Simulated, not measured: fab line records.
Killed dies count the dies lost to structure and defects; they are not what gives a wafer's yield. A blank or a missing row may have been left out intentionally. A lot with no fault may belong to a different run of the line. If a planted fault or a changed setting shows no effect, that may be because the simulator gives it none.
Matching of chambers -- flow sky130 -- SKY_FIELD_ISO_CMP_27 on cmp-02 has 4 sister chambers
The step polishes, stops on Si3N4, t overpolish 16 s, target thk 457.8 nm. 20 wafers are shown with their chamber, then 10 later ones without.

== WAFERS, EACH WITH ITS CHAMBER ==
wafer,chamber,motor current A (A),time to endpoint s (s),overpolish run s (s)
L950.1,0,11.7,112,15.997
L950.2,3,12.8,110,16.012
L950.6,1,11.8,113,16.001
L951.1,0,12.5,118,15.996
L951.4,3,12.9,114,15.991
L951.5,3,13.0,110,16.012
L952.1,2,12.4,112,16.014
L952.3,1,12.0,120,16.000
L952.5,3,13.4,113,16.008
L954.1,1,11.7,115,15.991
L954.2,3,12.6,113,16.019
L954.3,0,12.2,116,16.001
L958.2,0,11.9,114,16.007
L958.4,1,12.5,115,15.995
L958.6,3,12.9,106,16.010
L959.3,3,13.3,112,15.990
L959.4,1,12.3,116,15.997
L959.6,1,13.0,116,16.003
L961.2,3,13.5,110,15.999
L961.3,2,12.7,110,15.985

SIGNATURES (averages over the wafers above)
reading,chamber 0,chamber 1,chamber 2,chamber 3,scatter within a chamber
motor current A,12.075,12.217,12.550,13.050,0.379
time to endpoint s,115.00,115.83,111.00,111.00,2.43
overpolish run s,16.00025,15.99783,15.99950,16.00512,0.00928
Rule: a wafer lies at a distance from a chamber equal to the root of the sum of squares, over the readings, of (its reading less the chamber's mean, divided by the reading's scatter). If the next closest chamber is less than 2 further off than the closest, the wafer can't be placed; otherwise it belongs to the closest. The scatter: take each reading less its chamber's mean, square it, sum over the shown wafers, divide by the number of wafers less the number of chambers, and take the root.

== WAFERS WITHOUT THEIR CHAMBER ==
wafer,motor current A (A),time to endpoint s (s),overpolish run s (s)
L961.4,12.4,115,15.996
L964.2,12.1,114,15.987
L964.3,11.9,116,15.996
L964.5,12.7,111,15.996
L965.3,11.7,124,15.998
L965.4,12.6,118,16.001
L965.6,11.8,121,15.992
L968.1,13.2,113,16.005
L968.2,11.9,120,16.014
L968.4,12.1,110,15.995

== EACH ONE'S CHAMBER ==
wafer,from the rows above,in truth
L961.4,can't be placed: 1 or 0 or 2 or 3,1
L964.2,can't be placed: 1 or 0 or 2 or 3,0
L964.3,can't be placed: 0 or 1 or 2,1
L964.5,can't be placed: 2 or 3 or 1 or 0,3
L965.3,can't be placed: 1 or 0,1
L965.4,can't be placed: 1 or 0 or 2 or 3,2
L965.6,can't be placed: 1 or 0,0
L968.1,can't be placed: 3 or 2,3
L968.2,can't be placed: 0 or 1 or 2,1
L968.4,can't be placed: 2 or 0 or 1 or 3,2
Placed correctly: 0 of 10. These rows do not allow placing 10 (true chamber among the candidates in 10). Number placed wrongly: 0.
